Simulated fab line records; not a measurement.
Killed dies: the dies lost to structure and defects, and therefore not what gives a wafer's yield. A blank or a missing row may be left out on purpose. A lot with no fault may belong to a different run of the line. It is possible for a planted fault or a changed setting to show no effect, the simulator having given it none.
8D (eight disciplines) problem report, filled in by code ; flow gf180mcu ; the parts of the form that need people (team, actions taken, sign-off) are left out

## 1. PROBLEM STATEMENT
developer temp C at GF_LVPWELL_DEVELOP_06 reads a mean of 22.22 C on 6 wafers of 2 lots; wafers without a fault read 23.01 C with a standard deviation of 0.11. That is -7.2 standard deviations from the usual mean.
The step: develop time 60 s.
Earliest sighting: wafer L500.1 on litho track-04 at day 7 00:00. The record has a number at this step for 39 wafers belonging to 13 lots. Rule for "out" (also "out of limits"): further than 4 standard deviations from the usual mean. All remaining wafers that have a number are taken as sound.

## 2. WHAT IT IS; WHAT IT IS NOT
question;is;is not
which readings at this step;developer temp C;-
which lots;L500, L501;L488, L489, L490, L491, L492, L503, L504, L506, L508, L510, L511
which wafers of those lots;all that have a number;-
read on which tools;litho track-04;litho track-02, litho track-03
when;from day 7 00:00;"up to then (15 sound wafers); but 18 sound wafers of L503, L504, L506, L508, L510, L511 came after"

## 3. THE SUSPECTS, EACH WITH WHAT RULES IT OUT
Counting: any tool at a process step up to the reading is kept as a suspect provided that every lot that is out went through it and no sound lot did after the first of them.
- litho track-04 at GF_LVPWELL_DEVELOP_06 (develop time 60 s): kept. All lots that are out passed through it, beginning with L500 at day 7 00:00, and no sound lot followed; its final sound lot before that point was L492 at day 4 16:00. Out on those wafers are its own readings of developer temp C.
After counting, what remains is litho track-04 at GF_LVPWELL_DEVELOP_06.

## 4. THE CAUSE (what the simulator had put in)
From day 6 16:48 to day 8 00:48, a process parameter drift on litho track-04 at GF_LVPWELL_DEVELOP_06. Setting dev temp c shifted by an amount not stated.
After counting, this tool was the only one left.

## 5. SEQUENCE OF EFFECTS, ordered by route
Each row: a reading where the mean over the struck wafers with a number is more than 3 standard deviations away from the usual. Scope: only readings with a usual standard deviation given in the record; hours: median across lots of the time from each lot's start at the first step in this table that gives one to its start at this step; sigmas: change in usual standard deviations.
hours;step;reading;usual;on struck wafers;change;sigmas
0;GF_LVPWELL_DEVELOP_06;developer temp C;23.01 C;22.22;-0.79;-7.2
Here are the process steps it includes:
- GF_LVPWELL_DEVELOP_06: develop time 60 s.
At these later measuring or inspecting steps, every struck wafer for which the step has a row has a number for every such reading, and none has moved that far: GF_HV_LDD_THK_MEAS_55, GF_CONTACT_OVL_MEAS_15.

## 6. HOW IT WOULD HAVE BEEN CAUGHT EARLIER
In this record the first reading out of limits was taken at day 7 00:00, 7 hours after the fault began at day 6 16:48.
